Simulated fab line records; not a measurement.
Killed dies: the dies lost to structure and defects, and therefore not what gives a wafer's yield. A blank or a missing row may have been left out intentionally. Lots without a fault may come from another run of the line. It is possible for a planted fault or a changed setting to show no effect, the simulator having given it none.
The tool behind it: which one? || flow gf180mcu || 14 lots with 42 wafers sampled at 4 steps, on a route of 602 steps

WHAT EACH GAUGE READ, for each wafer
GF_M3_THK_MEAS_06: measures by xrf. Usual: M3_ALCU_THK gives 462 nm (standard deviation 5).
{"lot": "L106", "measured": "day 20 00:40", "on": "filmMetro-03", "M3_ALCU_THK (nm)": "468 463 465", "flag": ""}
{"lot": "L107", "measured": "day 20 16:31", "on": "filmMetro-03", "M3_ALCU_THK (nm)": "466 466 459", "flag": ""}
{"lot": "L108", "measured": "day 21 01:56", "on": "filmMetro-04", "M3_ALCU_THK (nm)": "466 463 463", "flag": ""}
{"lot": "L110", "measured": "day 21 22:37", "on": "filmMetro-01", "M3_ALCU_THK (nm)": "455 453 450", "flag": ""}
{"lot": "L112", "measured": "day 22 08:35", "on": "filmMetro-04", "M3_ALCU_THK (nm)": "462 467 458", "flag": ""}
{"lot": "L113", "measured": "day 23 06:40", "on": "filmMetro-04", "M3_ALCU_THK (nm)": "479 477 470", "flag": ""}
{"lot": "L114", "measured": "day 23 07:35", "on": "filmMetro-04", "M3_ALCU_THK (nm)": "461 459 466", "flag": ""}
{"lot": "L116", "measured": "day 24 05:02", "on": "filmMetro-04", "M3_ALCU_THK (nm)": "464 457 458", "flag": ""}
{"lot": "L121", "measured": "day 25 20:35", "on": "filmMetro-01", "M3_ALCU_THK (nm)": "450 459 459", "flag": ""}
{"lot": "L122", "measured": "day 26 00:36", "on": "filmMetro-01", "M3_ALCU_THK (nm)": "458 453 460", "flag": ""}
{"lot": "L125", "measured": "day 26 21:25", "on": "filmMetro-03", "M3_ALCU_THK (nm)": "461 466 462", "flag": ""}
{"lot": "L127", "measured": "day 27 12:25", "on": "filmMetro-01", "M3_ALCU_THK (nm)": "463 464 469", "flag": ""}
{"lot": "L128", "measured": "day 27 20:50", "on": "filmMetro-04", "M3_ALCU_THK (nm)": "465 457 469", "flag": ""}
{"lot": "L129", "measured": "day 28 02:59", "on": "filmMetro-03", "M3_ALCU_THK (nm)": "468 461 460", "flag": ""}

TOOL THAT RAN EACH LOT (tool first, then ch and the chambers of the sampled wafers, then the start)
{"lot": "L106", "GF_POLY_GATE_SOFTBAKE_06": "lithoTrack-03 ch 0, day 8 14:00", "GF_V1_SPUTTER_22": "pvdSputter-03, day 17 21:02", "GF_V2_CVD_23": "cvdW-01 ch 0,1, day 19 23:44"}
{"lot": "L107", "GF_POLY_GATE_SOFTBAKE_06": "lithoTrack-01 ch 0, day 9 04:00", "GF_V1_SPUTTER_22": "pvdSputter-03, day 18 11:46", "GF_V2_CVD_23": "cvdW-02 ch 0, day 20 15:33"}
{"lot": "L108", "GF_POLY_GATE_SOFTBAKE_06": "lithoTrack-03 ch 0, day 9 08:00", "GF_V1_SPUTTER_22": "pvdSputter-03, day 18 22:33", "GF_V2_CVD_23": "cvdW-01 ch 0,1, day 21 00:59"}
{"lot": "L110", "GF_POLY_GATE_SOFTBAKE_06": "lithoTrack-01 ch 0, day 9 23:00", "GF_V1_SPUTTER_22": "pvdSputter-03, day 19 18:28", "GF_V2_CVD_23": "cvdW-02 ch 0,1, day 21 21:41"}
{"lot": "L112", "GF_POLY_GATE_SOFTBAKE_06": "lithoTrack-03 ch 0, day 10 08:00", "GF_V1_SPUTTER_22": "pvdSputter-03, day 20 04:34", "GF_V2_CVD_23": "cvdW-01 ch 0,1, day 22 07:39"}
{"lot": "L113", "GF_POLY_GATE_SOFTBAKE_06": "lithoTrack-03 ch 0, day 10 23:00", "GF_V1_SPUTTER_22": "pvdSputter-02, day 21 02:35", "GF_V2_CVD_23": "cvdW-02 ch 0,1, day 23 05:45"}
{"lot": "L114", "GF_POLY_GATE_SOFTBAKE_06": "lithoTrack-03 ch 0, day 11 01:00", "GF_V1_SPUTTER_22": "pvdSputter-01, day 21 04:09", "GF_V2_CVD_23": "cvdW-01 ch 0,1, day 23 06:38"}
{"lot": "L116", "GF_POLY_GATE_SOFTBAKE_06": "lithoTrack-01 ch 0, day 11 18:00", "GF_V1_SPUTTER_22": "pvdSputter-03, day 22 00:28", "GF_V2_CVD_23": "cvdW-01 ch 0, day 24 04:05"}
{"lot": "L121", "GF_POLY_GATE_SOFTBAKE_06": "lithoTrack-03 ch 0, day 13 06:00", "GF_V1_SPUTTER_22": "pvdSputter-03, day 23 21:04", "GF_V2_CVD_23": "cvdW-01 ch 0,1, day 25 19:38"}
{"lot": "L122", "GF_POLY_GATE_SOFTBAKE_06": "lithoTrack-03 ch 0, day 13 10:00", "GF_V1_SPUTTER_22": "pvdSputter-01, day 24 01:00", "GF_V2_CVD_23": "cvdW-01 ch 0,1, day 25 23:40"}
{"lot": "L125", "GF_POLY_GATE_SOFTBAKE_06": "lithoTrack-01 ch 0, day 14 14:00", "GF_V1_SPUTTER_22": "pvdSputter-03, day 24 23:28", "GF_V2_CVD_23": "cvdW-01 ch 0,1, day 26 20:30"}
{"lot": "L127", "GF_POLY_GATE_SOFTBAKE_06": "lithoTrack-04 ch 0, day 14 22:00", "GF_V1_SPUTTER_22": "pvdSputter-02, day 25 15:09", "GF_V2_CVD_23": "cvdW-01 ch 0,1, day 27 11:29"}
{"lot": "L128", "GF_POLY_GATE_SOFTBAKE_06": "lithoTrack-04 ch 0, day 15 08:00", "GF_V1_SPUTTER_22": "pvdSputter-02, day 26 00:19", "GF_V2_CVD_23": "cvdW-02 ch 0,1, day 27 19:53"}
{"lot": "L129", "GF_POLY_GATE_SOFTBAKE_06": "lithoTrack-01 ch 0, day 15 15:00", "GF_V1_SPUTTER_22": "pvdSputter-03, day 26 06:46", "GF_V2_CVD_23": "cvdW-02 ch 0,1, day 28 02:04"}
- GF_POLY_GATE_SOFTBAKE_06: time 60 s.
- GF_V1_SPUTTER_22: material TiN, target thk 10 nm, time 40 s.
- GF_V2_CVD_23: deposits W, target thk 350 nm, time 104.94 s.

WHAT THE TOOLS THEMSELVES READ (means of the sampled wafers that have a number; where no wafer has one, the mark that the record gives instead)
GF_POLY_GATE_SOFTBAKE_06. Usual: heaterPowerTotalW 92.20 W, standard deviation 0.069; runLengthS 89.25 s, standard deviation 0.21.
{"lot": "L106", "tool": "lithoTrack-03", "heaterPowerTotalW (W)": 92.15, "runLengthS (s)": 89.39, "flag": ""}
{"lot": "L107", "tool": "lithoTrack-01", "heaterPowerTotalW (W)": 92.12, "runLengthS (s)": 89.36, "flag": ""}
{"lot": "L108", "tool": "lithoTrack-03", "heaterPowerTotalW (W)": 92.24, "runLengthS (s)": 89.35, "flag": ""}
{"lot": "L110", "tool": "lithoTrack-01", "heaterPowerTotalW (W)": 92.17, "runLengthS (s)": 89.27, "flag": ""}
{"lot": "L112", "tool": "lithoTrack-03", "heaterPowerTotalW (W)": 92.16, "runLengthS (s)": 89.32, "flag": ""}
{"lot": "L113", "tool": "lithoTrack-03", "heaterPowerTotalW (W)": 92.27, "runLengthS (s)": 89.40, "flag": ""}
{"lot": "L114", "tool": "lithoTrack-03", "heaterPowerTotalW (W)": 92.23, "runLengthS (s)": 89.41, "flag": ""}
{"lot": "L116", "tool": "lithoTrack-01", "heaterPowerTotalW (W)": 92.15, "runLengthS (s)": 89.32, "flag": ""}
{"lot": "L121", "tool": "lithoTrack-03", "heaterPowerTotalW (W)": 94.63, "runLengthS (s)": 84.84, "flag": "OFF"}
{"lot": "L122", "tool": "lithoTrack-03", "heaterPowerTotalW (W)": 94.64, "runLengthS (s)": 84.98, "flag": "OFF"}
{"lot": "L125", "tool": "lithoTrack-01", "heaterPowerTotalW (W)": 92.17, "runLengthS (s)": 89.31, "flag": ""}
{"lot": "L127", "tool": "lithoTrack-04", "heaterPowerTotalW (W)": 92.26, "runLengthS (s)": 88.96, "flag": ""}
{"lot": "L128", "tool": "lithoTrack-04", "heaterPowerTotalW (W)": 92.21, "runLengthS (s)": 88.99, "flag": ""}
{"lot": "L129", "tool": "lithoTrack-01", "heaterPowerTotalW (W)": 92.23, "runLengthS (s)": 89.38, "flag": ""}

GF_V1_SPUTTER_22. Usual: 29.9 % for throttleValvePct, sd 1.1.
{"lot": "L106", "tool": "pvdSputter-03", "throttleValvePct (%)": 30.1, "flag": ""}
{"lot": "L107", "tool": "pvdSputter-03", "throttleValvePct (%)": 30.1, "flag": ""}
{"lot": "L108", "tool": "pvdSputter-03", "throttleValvePct (%)": 30.6, "flag": ""}
{"lot": "L110", "tool": "pvdSputter-03", "throttleValvePct (%)": 31.2, "flag": ""}
{"lot": "L112", "tool": "pvdSputter-03", "throttleValvePct (%)": 29.9, "flag": ""}
{"lot": "L113", "tool": "pvdSputter-02", "throttleValvePct (%)": 30.3, "flag": ""}
{"lot": "L114", "tool": "pvdSputter-01", "throttleValvePct (%)": 29.2, "flag": ""}
{"lot": "L116", "tool": "pvdSputter-03", "throttleValvePct (%)": 29.4, "flag": ""}
{"lot": "L121", "tool": "pvdSputter-03", "throttleValvePct (%)": 30.2, "flag": ""}
{"lot": "L122", "tool": "pvdSputter-01", "throttleValvePct (%)": 29.4, "flag": ""}
{"lot": "L125", "tool": "pvdSputter-03", "throttleValvePct (%)": 29.7, "flag": ""}
{"lot": "L127", "tool": "pvdSputter-02", "throttleValvePct (%)": 30.3, "flag": ""}
{"lot": "L128", "tool": "pvdSputter-02", "throttleValvePct (%)": 29.7, "flag": ""}
{"lot": "L129", "tool": "pvdSputter-03", "throttleValvePct (%)": 30.1, "flag": ""}

GF_V2_CVD_23. Usual: heaterPowerW 907 W, standard deviation 40; susceptorTempC 399.99 C, standard deviation 0.23.
{"lot": "L106", "tool": "cvdW-01", "heaterPowerW (W)": 892, "susceptorTempC (C)": 400.16, "flag": ""}
{"lot": "L107", "tool": "cvdW-02", "heaterPowerW (W)": 873, "susceptorTempC (C)": 400.15, "flag": ""}
{"lot": "L108", "tool": "cvdW-01", "heaterPowerW (W)": 942, "susceptorTempC (C)": 400.22, "flag": ""}
{"lot": "L110", "tool": "cvdW-02", "heaterPowerW (W)": 895, "susceptorTempC (C)": 399.93, "flag": ""}
{"lot": "L112", "tool": "cvdW-01", "heaterPowerW (W)": 939, "susceptorTempC (C)": 399.88, "flag": ""}
{"lot": "L113", "tool": "cvdW-02", "heaterPowerW (W)": 865, "susceptorTempC (C)": 400.01, "flag": ""}
{"lot": "L114", "tool": "cvdW-01", "heaterPowerW (W)": 905, "susceptorTempC (C)": 400.05, "flag": ""}
{"lot": "L116", "tool": "cvdW-01", "heaterPowerW (W)": 888, "susceptorTempC (C)": 399.92, "flag": ""}
{"lot": "L121", "tool": "cvdW-01", "heaterPowerW (W)": 911, "susceptorTempC (C)": 399.92, "flag": ""}
{"lot": "L122", "tool": "cvdW-01", "heaterPowerW (W)": 910, "susceptorTempC (C)": 400.00, "flag": ""}
{"lot": "L125", "tool": "cvdW-01", "heaterPowerW (W)": 941, "susceptorTempC (C)": 400.07, "flag": ""}
{"lot": "L127", "tool": "cvdW-01", "heaterPowerW (W)": 926, "susceptorTempC (C)": 400.10, "flag": ""}
{"lot": "L128", "tool": "cvdW-02", "heaterPowerW (W)": 879, "susceptorTempC (C)": 400.09, "flag": ""}
{"lot": "L129", "tool": "cvdW-02", "heaterPowerW (W)": 892, "susceptorTempC (C)": 399.85, "flag": ""}

THE ANSWER, worked out from the rows above alone
Rule: a lot is off if the mean of its wafers that have a number lies more than 3 standard deviations from the usual mean. Also off: a lot with no number at a reading for which 4 or more lots have one. The other lots that the step has rows for count as sound. First the gauges in route order, then the tools' own readings, where a lot's mean is used as printed above. At the first step where some lot is off, the reading lying furthest off is the one used; lots without a number count as furthest.
Off: L121, L122, at GF_POLY_GATE_SOFTBAKE_06 (heaterPowerTotalW).
If a tool, at that step or one of the process steps before it, ran each lot that is off and ran no sound lot following the first of them, it fits. One fits: lithoTrack-03 at GF_POLY_GATE_SOFTBAKE_06. A fault onset in the window from L114 (day 11 01:00, its last sound lot) to L121 (day 13 06:00, its first lot off) fits.
The tool's own readings at GF_POLY_GATE_SOFTBAKE_06 bear it out: on the lots that are off they differ by more than 5 times the standard deviation of the sound lots' means. heaterPowerTotalW reads 94.63 W there against 92.20 W on the sound lots; runLengthS reads 84.91 s there against 89.29 s on the sound lots.

WHAT WAS PUT IN BY THE SIMULATOR
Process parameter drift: lithoTrack-03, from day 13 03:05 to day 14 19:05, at GF_POLY_GATE_SOFTBAKE_06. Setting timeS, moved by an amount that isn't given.
Shown lots that were struck: L121, L122. The rule above reached the same finding.
